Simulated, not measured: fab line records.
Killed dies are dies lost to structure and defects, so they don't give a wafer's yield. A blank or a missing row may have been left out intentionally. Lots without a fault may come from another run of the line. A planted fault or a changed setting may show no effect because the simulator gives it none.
What tool caused it? | flow gf180mcu | 33 wafers from 11 lots sampled at 7 of the route's 602 steps

== WHAT THE GAUGES SHOWED, per wafer ==
GF_NWELL_OVL_MEAS_07. Usual: NWELL_OVL typically reads 2.0 nm, with standard deviation 1.2.
lot  | measured    | on         | NWELL_OVL (nm) | flag
L920 | day 3 09:46 | overlay-02 | 1.7 0.2 0.7    |
L921 | day 3 14:07 | overlay-02 | 2.2 4.0 1.8    |
L925 | day 4 12:16 | overlay-01 | 1.1 2.8 1.6    |
L931 | day 5 19:51 | overlay-01 | - - -          | OFF
L936 | day 7 08:45 | overlay-02 | 2.0 3.1 1.6    |
L938 | day 7 19:10 | overlay-02 | 0.8 -0.5 -0.4  |
L939 | day 7 22:01 | overlay-01 | 1.8 3.1 3.2    |
L941 | day 8 03:18 | overlay-01 | 3.9 1.4 2.0    |
L940 | day 8 04:24 | overlay-01 | 4.3 1.1 2.8    |
L942 | day 8 12:10 | overlay-02 | 1.5 0.0 0.4    |
L943 | day 8 15:43 | overlay-01 | 0.1 2.8 1.6    |

GF_NWELL_TW_MEAS_11. Usual: NWELL_TW typically reads 1572, with standard deviation 14.
lot  | measured    | on            | NWELL_TW       | flag
L920 | day 3 10:12 | film_metro-02 | 1553 1561 1552 |
L921 | day 3 14:33 | film_metro-01 | 1563 1577 1563 |
L925 | day 4 12:43 | film_metro-04 | 1589 1589 1582 |
L931 | day 5 20:17 | film_metro-02 | 30 30 30       | OFF
L936 | day 7 09:11 | film_metro-04 | 1582 1583 1587 |
L938 | day 7 19:37 | film_metro-02 | 1558 1547 1557 |
L939 | day 7 22:27 | film_metro-04 | 1574 1575 1587 |
L941 | day 8 03:44 | film_metro-02 | 1548 1548 1547 |
L940 | day 8 04:50 | film_metro-01 | 1582 1586 1596 |
L942 | day 8 12:35 | film_metro-01 | 1576 1578 1585 |
L943 | day 8 16:09 | film_metro-04 | 1584 1585 1583 |

GF_LVPWELL_TW_MEAS_11. Usual: LVPWELL_TW typically reads 559, with standard deviation 4.8.
lot  | measured    | on            | LVPWELL_TW     | flag
L920 | day 3 23:45 | film_metro-04 | 560 563 563    |
L921 | day 4 04:48 | film_metro-04 | 563 565 564    |
L925 | day 5 03:07 | film_metro-02 | 551 551 550    |
L931 | day 6 10:33 | film_metro-01 | 1594 1594 1594 | OFF
L936 | day 8 01:27 | film_metro-02 | 550 552 550    |
L938 | day 8 12:04 | film_metro-04 | 560 562 563    |
L939 | day 8 14:27 | film_metro-04 | 561 566 561    |
L941 | day 8 20:26 | film_metro-04 | 565 561 559    |
L940 | day 8 21:15 | film_metro-04 | 559 562 564    |
L942 | day 9 06:11 | film_metro-02 | 553 552 551    |
L943 | day 9 09:16 | film_metro-02 | 553 551 557    |

GF_HV_LDD_CD_MEAS_07: the cd target is 400 nm. Usual: cd_nm at 400.3 nm, with a standard deviation of 2.5.
lot  | measured     | on        | cd_nm (nm)        | flag
L920 | day 10 07:43 | cd_sem-02 | 398.0 400.6 399.0 |
L921 | day 10 10:28 | cd_sem-01 | 401.3 399.7 401.9 |
L925 | day 11 13:20 | cd_sem-02 | 396.9 397.1 396.6 |
L931 | day 13 12:33 | cd_sem-02 | 402.5 403.1 404.1 |
L936 | day 15 10:45 | cd_sem-01 | 396.9 398.0 396.7 |
L938 | day 15 22:59 | cd_sem-01 | 399.1 400.4 399.2 |
L939 | day 16 05:08 | cd_sem-02 | 397.4 399.3 397.3 |
L941 | day 16 08:51 | cd_sem-02 | 398.5 401.0 400.3 |
L940 | day 16 12:37 | cd_sem-02 | 396.9 396.3 399.5 |
L942 | day 17 01:25 | cd_sem-01 | 399.8 401.1 398.3 |
L943 | day 17 08:04 | cd_sem-01 | 401.4 402.3 400.7 |

== TOOL THAT RAN EACH LOT (tool first, then ch and the chambers of the sampled wafers, then the start) ==
lot  | GF_NWELL_EXPOSE_04                 | GF_POLY_GATE_ETCH_13             | GF_POLY_GATE_STRIP_14
L920 | iline_stepper-02 ch 0, day 3 03:49 | rie_si-01 ch 0,2,3, day 9 12:10  | plasma_asher-02 ch 0,1, day 9 12:13
L921 | iline_stepper-01 ch 0, day 3 07:39 | rie_si-01 ch 0,2, day 9 15:43    | plasma_asher-02 ch 0,1, day 9 15:46
L925 | iline_stepper-01 ch 0, day 4 05:28 | rie_si-01 ch 0,1,2, day 10 16:22 | plasma_asher-02 ch 0,1, day 10 16:27
L931 | iline_stepper-01 ch 0, day 5 13:11 | rie_si-01 ch 0,1, day 12 14:22   | plasma_asher-04 ch 0,1, day 12 14:25
L936 | iline_stepper-02 ch 0, day 7 00:37 | rie_si-02 ch 0,1,2, day 14 11:12 | plasma_asher-02 ch 0,1, day 14 11:16
L938 | iline_stepper-01 ch 0, day 7 11:04 | rie_si-02 ch 1,2, day 14 23:40   | plasma_asher-04 ch 0,1, day 14 23:45
L939 | iline_stepper-01 ch 0, day 7 14:10 | rie_si-01 ch 0,2,3, day 15 04:27 | plasma_asher-03 ch 0,1, day 15 04:31
L941 | iline_stepper-02 ch 0, day 7 19:43 | rie_si-02 ch 2,3, day 15 09:42   | plasma_asher-04 ch 0,1, day 15 09:46
L940 | iline_stepper-02 ch 0, day 7 20:15 | rie_si-01 ch 1,2,3, day 15 12:16 | plasma_asher-03 ch 0,1, day 15 12:19
L942 | iline_stepper-02 ch 0, day 8 04:46 | rie_si-01 ch 1,2, day 16 02:03   | plasma_asher-02 ch 0,1, day 16 02:07
L943 | iline_stepper-01 ch 0, day 8 08:05 | rie_si-01 ch 1,3, day 16 07:30   | plasma_asher-04 ch 0,1, day 16 07:34
- GF_NWELL_EXPOSE_04: exposes mask Nwell, target cd 860 nm.
- GF_POLY_GATE_ETCH_13: etches poly-Si in HBr/Cl2, stops on SiO2, target depth 198.5 nm, time 69.6 s.
- GF_POLY_GATE_STRIP_14: strips in O2/N2.

== WHAT THE TOOLS THEMSELVES READ (means of the sampled wafers that have a number; where no wafer has one, the mark that the record gives instead) ==
GF_NWELL_EXPOSE_04. Usual: reticle_temp_C at 23.00 C, with a standard deviation of 0.11.
lot  | tool             | reticle_temp_C (C) | flag
L920 | iline_stepper-02 | 23.01              |
L921 | iline_stepper-01 | 23.15              |
L925 | iline_stepper-01 | 22.90              |
L931 | iline_stepper-01 | 23.04              |
L936 | iline_stepper-02 | 22.86              |
L938 | iline_stepper-01 | 23.07              |
L939 | iline_stepper-01 | 22.97              |
L941 | iline_stepper-02 | 23.04              |
L940 | iline_stepper-02 | 23.02              |
L942 | iline_stepper-02 | 23.11              |
L943 | iline_stepper-01 | 23.02              |

GF_POLY_GATE_ETCH_13. Usual: drypump_motor_current_A 5.8 A, standard deviation 0.42; oes_product_au 0.993 a.u., standard deviation 0.0093; rf_fwd_power_W 396.7 W, standard deviation 1.5; throttle_valve_pct 33.683 %, standard deviation 0.0094.
lot  | tool      | drypump_motor_current_A (A) | oes_product_au (a.u.) | rf_fwd_power_W (W) | throttle_valve_pct (%) | flag
L920 | rie_si-01 | 6.0                         | 0.998                 | 396.8              | 33.683                 |
L921 | rie_si-01 | 6.3                         | 0.982                 | 396.1              | 33.693                 |
L925 | rie_si-01 | 6.1                         | 1.003                 | 396.2              | 33.684                 |
L931 | rie_si-01 | 6.4                         | 1.005                 | 395.8              | 33.688                 |
L936 | rie_si-02 | 5.4                         | 0.980                 | 397.2              | 33.681                 |
L938 | rie_si-02 | 5.6                         | 0.991                 | 395.9              | 33.681                 |
L939 | rie_si-01 | 6.0                         | 0.997                 | 396.6              | 33.679                 |
L941 | rie_si-02 | 5.7                         | 0.981                 | 396.8              | 33.688                 |
L940 | rie_si-01 | 5.8                         | 0.995                 | 397.5              | 33.681                 |
L942 | rie_si-01 | 5.8                         | 0.991                 | 398.0              | 33.688                 |
L943 | rie_si-01 | 6.0                         | 0.998                 | 398.8              | 33.684                 |

GF_POLY_GATE_STRIP_14. Usual: drypump_motor_current_A 5.77 A, standard deviation 0.24; heater_power_w 359 W, standard deviation 34; oes_product_au 0.504 a.u., standard deviation 0.0048.
lot  | tool            | drypump_motor_current_A (A) | heater_power_w (W) | oes_product_au (a.u.) | flag
L920 | plasma_asher-02 | 5.98                        | 370                | 0.505                 |
L921 | plasma_asher-02 | 5.98                        | 409                | 0.505                 |
L925 | plasma_asher-02 | 5.99                        | 404                | 0.504                 |
L931 | plasma_asher-04 | 5.93                        | 357                | 0.504                 |
L936 | plasma_asher-02 | 5.96                        | 364                | 0.508                 |
L938 | plasma_asher-04 | 5.75                        | 340                | 0.501                 |
L939 | plasma_asher-03 | 5.59                        | 359                | 0.504                 |
L941 | plasma_asher-04 | 5.73                        | 344                | 0.501                 |
L940 | plasma_asher-03 | 5.59                        | 360                | 0.504                 |
L942 | plasma_asher-02 | 5.98                        | 365                | 0.502                 |
L943 | plasma_asher-04 | 5.75                        | 338                | 0.507                 |

== THE ANSWER, worked out from the rows above alone ==
Rule: a lot counts as off when the mean over its wafers that have a number is more than 3 standard deviations away from the usual mean. Also off: a lot with no number at a reading for which 4 or more lots have one. The other lots that the step has rows for count as sound. The gauges are gone through in route order, then the tools' own readings, and for those a lot's mean is taken as printed above. The first step at which some lot is off is used, and at that step the reading that is off furthest; a lot without a number counts as furthest.
Off: L931, seen at GF_NWELL_OVL_MEAS_07 (NWELL_OVL). Without a number there: L931.
If a tool, at a process step before that reading, ran all the lots that are off and no sound lot after the first of them, it fits. Not tried: the gauges at GF_NWELL_OVL_MEAS_07; whatever is off there is also off at GF_NWELL_TW_MEAS_11, on other tools, and gauge error can't account for it. None of those tried fits.

== WHAT THE SIMULATOR HAD INSERTED ==
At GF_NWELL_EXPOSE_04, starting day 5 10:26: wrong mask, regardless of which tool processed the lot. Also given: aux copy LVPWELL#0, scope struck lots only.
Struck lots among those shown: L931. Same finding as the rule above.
